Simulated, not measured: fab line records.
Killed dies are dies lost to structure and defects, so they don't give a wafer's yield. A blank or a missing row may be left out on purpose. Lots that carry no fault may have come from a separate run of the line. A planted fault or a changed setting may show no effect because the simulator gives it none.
The tool behind it: which one? / flow sky130 / Sampling: 7 lots, 20 wafers, 2 of 708 route steps

== WHAT THE GAUGES SHOWED, per wafer ==
SKY_VIA1_OVL_MEAS_13.
lot=L801; measured=day 34 02:58; on=overlay-02; VIA1_OVL (nm)=-2 0 -2
lot=L803; measured=day 34 21:01; on=overlay-01; VIA1_OVL (nm)=1 9 -2
lot=L806; measured=day 35 20:44; on=overlay-02; VIA1_OVL (nm)=2 -2
lot=L817; measured=day 39 02:13; on=overlay-02; VIA1_OVL (nm)=-5 -5 -4
lot=L819; measured=day 39 18:28; on=overlay-02; VIA1_OVL (nm)=-6 -2 1
lot=L821; measured=day 40 12:05; on=overlay-02; VIA1_OVL (nm)=13 11 6
lot=L823; measured=day 42 00:13; on=overlay-01; VIA1_OVL (nm)=-1 1 6

== WHAT TOOL EACH LOT RAN ON (gives the tool, then ch and the chambers of the sampled wafers, and finally the start) ==
lot=L801; SKY_FIELD_ISO_STRIP_16=plasma-asher-04 ch 0,1, day 2 09:31
lot=L803; SKY_FIELD_ISO_STRIP_16=plasma-asher-04 ch 0,1, day 2 20:10
lot=L806; SKY_FIELD_ISO_STRIP_16=plasma-asher-01 ch 0,1, day 3 11:49
lot=L817; SKY_FIELD_ISO_STRIP_16=plasma-asher-02 ch 0,1, day 5 22:22
lot=L819; SKY_FIELD_ISO_STRIP_16=plasma-asher-01 ch 0,1, day 6 07:49
lot=L821; SKY_FIELD_ISO_STRIP_16=plasma-asher-01 ch 0,1, day 6 18:28
lot=L823; SKY_FIELD_ISO_STRIP_16=plasma-asher-02 ch 0,1, day 7 07:01
- SKY_FIELD_ISO_STRIP_16: strips in O2/N2.

== THE ANSWER, worked out from the rows above alone ==
Rule: what is usual is taken from the lots themselves. Put in order of their means at a reading, lots are off if they are a third of the lots or fewer, leave a main group of 4 or more, and stand apart from it by a gap of 3 or more times the standard deviation of the main group's means; of several such gaps the widest counts. Not used: any main group whose means are identical at the precision the tables above print for the reading. A lot without any number at a reading at which 4 lots or more have one is off too. All remaining lots with rows at the step are treated as sound.
No lot is off at any reading shown: from this, nothing can be told.

== WHAT WAS PUT IN BY THE SIMULATOR ==
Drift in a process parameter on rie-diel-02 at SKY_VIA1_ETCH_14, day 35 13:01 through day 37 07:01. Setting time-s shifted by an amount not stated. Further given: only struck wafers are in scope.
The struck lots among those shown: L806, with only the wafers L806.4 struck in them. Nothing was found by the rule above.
